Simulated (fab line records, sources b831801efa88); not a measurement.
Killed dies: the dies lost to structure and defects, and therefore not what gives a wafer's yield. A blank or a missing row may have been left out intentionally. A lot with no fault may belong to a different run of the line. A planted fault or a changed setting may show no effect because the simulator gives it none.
A lot that was struck, set against a sound lot / flow sky130 / 18 steps out of a route of 708
Sound: these wafers, L287.1, L287.3, L287.6. Struck: wafer L292.4. (L292.5 of the same lot was not struck and is left out.) The cause comes at the end.
For every step that has rows: the tool of each side, followed by ch and its chambers, followed by its first start. Under that, the readings that differ: sound wafers / struck wafers / difference of the means / sigmas: that difference in standard deviations of wafers without a fault.
alike: readings whose means differ by less than 2 such deviations, and words and numbers that are the same on both sides. not compared: withheld readings, readings that some wafer has no value for, bounds like >300 that may hide the same value, and numbers for which the record gives no deviation and whose values overlap.
A row with sigmas, a row that says differs or no value, or rows on one side alone: a step with any of these is where the two part. Non-overlapping numbers with no deviation appear without sigmas and do not part them. Lack of a reading on every wafer of one side parts them only where that side has two or more wafers.

first, 3 steps without rows for these wafers: SKY_VT_ADJUST_NCORE_EXPOSE_04 (exposes mask LVTN COMPLEMENT THIN, target cd 380 nm); SKY_VT_ADJUST_NCORE_PEB_05; SKY_VT_ADJUST_NCORE_DEVELOP_06 (develop time 60 s).
SKY_VT_ADJUST_NCORE_CD_MEAS_07 targets a cd of 380 nm.
  sound on cd sem-01, day 10 08:03; struck on cd sem-02, day 11 10:16
  alike: cd nm
SKY_VT_ADJUST_NCORE_OVL_MEAS_08:
  sound on overlay-01, day 10 08:10; struck on overlay-01, day 11 10:20
  alike: VT_ADJUST_NCORE_OVL
next, for these wafers, 1 step has no rows: SKY_VT_ADJUST_NCORE_IMPLANT_09.
SKY_VT_ADJUST_NCORE_STRIP_10: strips in O2/N2.
  sound on plasma asher-01 ch 0,1, day 10 08:21; struck on plasma asher-01 ch 0, day 11 10:32
  alike: drypump motor current A, oes product au, strip time to endpoint s
  not compared: rf hours counter h
SKY_VT_ADJUST_NCORE_TW_MEAS_11:
  sound on film metro-02, day 10 08:27; struck on film metro-02, day 11 10:38
  alike: VT_ADJUST_NCORE_TW
then, 4 steps without rows for these wafers: SKY_VT_ADJUST_HVTR_DEHYDRATE_00 (time 60 s); SKY_VT_ADJUST_HVTR_HMDS_01 (prime time 60 s); SKY_VT_ADJUST_HVTR_COAT_02 (resist thk 1140 nm); SKY_VT_ADJUST_HVTR_SOFTBAKE_03 (time 60 s).
SKY_VT_ADJUST_HVTR_EXPOSE_04: exposes mask HVTRM, target cd 380 nm.
  sound on iline stepper-01 ch 0, day 10 19:23; struck on iline stepper-01 ch 0, day 11 21:58
  alike: mask
then, 2 steps without rows for these wafers: SKY_VT_ADJUST_HVTR_PEB_05; SKY_VT_ADJUST_HVTR_DEVELOP_06 (develop time 60 s).
SKY_VT_ADJUST_HVTR_CD_MEAS_07 targets a cd of 380 nm.
  sound on cd sem-01, day 11 07:00; struck on cd sem-01, day 12 10:14
reading=cd nm (nm); sound=383.8 383.7 380.1; struck=361.6; difference=-20.9; sigmas=-10
SKY_VT_ADJUST_HVTR_OVL_MEAS_08:
  sound on overlay-01, day 11 07:07; struck on overlay-02, day 12 10:19
  alike: VT_ADJUST_HVTR_OVL
-- a jump in the record: the struck wafers' starts before and after are 36 days apart (it breaks off in module VT_ADJUST_HVTR and resumes in module PAD_OPEN, where the first step shown is number 708 of the route) --
SKY_PAD_OPEN_PROBE_99:
  sound on prober-01, day 47 06:47; struck on prober-02, day 48 05:37
  alike: killed_at_M0_to_M3, killed_at_M4_up, killed at contacts, killed at front end, killed at other, killed dies, killed open, killed short

== WHERE THEY PART ==
At SKY_VT_ADJUST_HVTR_CD_MEAS_07 and nowhere else, as far as this record goes. Later steps at which nothing parts them and some readings are alike: SKY_VT_ADJUST_HVTR_OVL_MEAS_08, SKY_PAD_OPEN_PROBE_99.

WHY: what the simulator had put in
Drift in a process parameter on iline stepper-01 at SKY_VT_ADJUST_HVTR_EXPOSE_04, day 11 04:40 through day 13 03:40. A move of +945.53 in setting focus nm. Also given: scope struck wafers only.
